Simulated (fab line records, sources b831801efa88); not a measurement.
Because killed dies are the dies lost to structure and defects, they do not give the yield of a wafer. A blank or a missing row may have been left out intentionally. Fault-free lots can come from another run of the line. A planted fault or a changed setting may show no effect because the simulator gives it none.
Commonality check across tools | flow gf180mcu | 39 wafers sampled across 13 lots

== REASON IT WAS OPENED ==
Of 13 lots, 2 have the reading LVPWELL_RS flagged at GF_VT_IMPLANT_RS_MEAS_48. Fault-free wafers read 1196 ohm/sq, with a standard deviation of 3.6.
Rule: a lot is flagged when every wafer of it that has a number lies more than 4 standard deviations from that mean, or none has a number. As for the other lots, they are considered sound.

lot  | measured     | on            | LVPWELL_RS (ohm/sq), wafer by wafer | flag
L890 | day 8 00:14  | film_metro-03 | 1195 1195 1197                      |
L892 | day 8 14:32  | film_metro-01 | 1195 1192 1196                      |
L895 | day 9 09:48  | film_metro-04 | 1201 1198 1206                      |
L897 | day 10 03:01 | film_metro-03 | 1237 1232 1237                      | FLAGGED
L900 | day 10 20:32 | film_metro-01 | 1227 1234 1233                      | FLAGGED
L904 | day 12 04:16 | film_metro-04 | 1196 1192 1189                      |
L905 | day 12 12:23 | film_metro-01 | 1197 1197 1198                      |
L906 | day 12 18:40 | film_metro-01 | 1192 1195 1194                      |
L907 | day 13 00:31 | film_metro-03 | 1197 1194 1193                      |
L908 | day 13 04:10 | film_metro-03 | 1195 1193 1197                      |
L909 | day 13 13:40 | film_metro-04 | 1195 1189 1195                      |
L910 | day 13 18:38 | film_metro-04 | 1202 1207 1200                      |
L911 | day 14 02:17 | film_metro-04 | 1202 1203 1201                      |
Average over the flagged lots: 1233 ohm/sq; offset from the usual +37 ohm/sq, equal to +10 standard deviations.

== TOOL THAT RAN EACH LOT ==
Before the reading, the record contains 2 process steps out of a 602-step route. Every cell lists first the tool, next ch and the chambers used by the sampled wafers, and last the start.
lot  | flag    | GF_NWELL_STRIP_10                   | GF_LVPWELL_IMPLANT_08
L890 |         | plasma_asher-04 ch 0,1, day 3 17:11 | implanter-03 ch 0, day 4 06:38
L892 |         | plasma_asher-03 ch 0,1, day 4 04:56 | implanter-04 ch 0, day 4 18:40
L895 |         | plasma_asher-01 ch 0,1, day 4 21:17 | implanter-03 ch 0, day 5 11:10
L897 | FLAGGED | plasma_asher-01 ch 0,1, day 5 08:49 | implanter-03 ch 0, day 5 23:08
L900 | FLAGGED | plasma_asher-04 ch 0,1, day 5 23:55 | implanter-03 ch 0, day 6 14:38
L904 |         | plasma_asher-03 ch 0,1, day 7 01:19 | implanter-02 ch 0, day 7 17:17
L905 |         | plasma_asher-01 ch 0,1, day 7 07:55 | implanter-02 ch 0, day 7 23:44
L906 |         | plasma_asher-04 ch 0,1, day 7 13:37 | implanter-04 ch 0, day 8 05:10
L907 |         | plasma_asher-01 ch 0,1, day 7 18:31 | implanter-02 ch 0, day 8 10:02
L908 |         | plasma_asher-04 ch 0,1, day 7 20:25 | implanter-02 ch 0, day 8 12:24
L909 |         | plasma_asher-03 ch 0,1, day 8 03:31 | implanter-04 ch 0, day 8 20:00
L910 |         | plasma_asher-03 ch 0,1, day 8 09:32 | implanter-02 ch 0, day 9 01:41
L911 |         | plasma_asher-01 ch 0,1, day 8 14:29 | implanter-04 ch 0, day 9 07:14
What is done by these steps:
- GF_NWELL_STRIP_10: strips in O2/N2.
- GF_LVPWELL_IMPLANT_08
- GF_VT_IMPLANT_RS_MEAS_48: measures by four-point-probe.

== FLAGGED AGAINST TOTAL, ONE TOOL AT A TIME (gauges that did the reading follow at the end) ==
step                     | tool            | lots run | flagged | share of the flagged lots | sound lots run after its first flagged lot
GF_NWELL_STRIP_10        | plasma_asher-01 | 5        | 1       | some                      | 3 (L905,L907,L911)
GF_NWELL_STRIP_10        | plasma_asher-03 | 4        | 0       | none                      | -
GF_NWELL_STRIP_10        | plasma_asher-04 | 4        | 1       | some                      | 2 (L906,L908)
GF_LVPWELL_IMPLANT_08    | implanter-02    | 5        | 0       | none                      | -
GF_LVPWELL_IMPLANT_08    | implanter-03    | 4        | 2       | all                       | 0
GF_LVPWELL_IMPLANT_08    | implanter-04    | 4        | 0       | none                      | -
GF_VT_IMPLANT_RS_MEAS_48 | film_metro-01   | 4        | 1       | some                      | 2 (L905,L906)
GF_VT_IMPLANT_RS_MEAS_48 | film_metro-03   | 4        | 1       | some                      | 2 (L907,L908)
GF_VT_IMPLANT_RS_MEAS_48 | film_metro-04   | 5        | 0       | none                      | -

== WHAT THE TABLE ALLOWS ==
All flagged lots share 1 row of the table, namely implanter-03 at GF_LVPWELL_IMPLANT_08.
- implanter-03 at GF_LVPWELL_IMPLANT_08: 2 of its 4 lots flagged. A fault beginning between L895 (day 5 11:10), its last sound lot, and L897 (day 5 23:08), its first flagged one, fits the data. Its own readings lie more than 4 standard deviations out on every wafer of the flagged lots: beam_energy_keV.
Left over: one tool, implanter-03 at GF_LVPWELL_IMPLANT_08.

== WHAT HAD BEEN PUT IN BY THE SIMULATOR ==
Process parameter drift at GF_LVPWELL_IMPLANT_08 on implanter-03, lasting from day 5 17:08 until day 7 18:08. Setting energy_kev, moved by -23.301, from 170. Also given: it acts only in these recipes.
Struck lots among those shown: L897, L900. This agrees with what the rule above found.
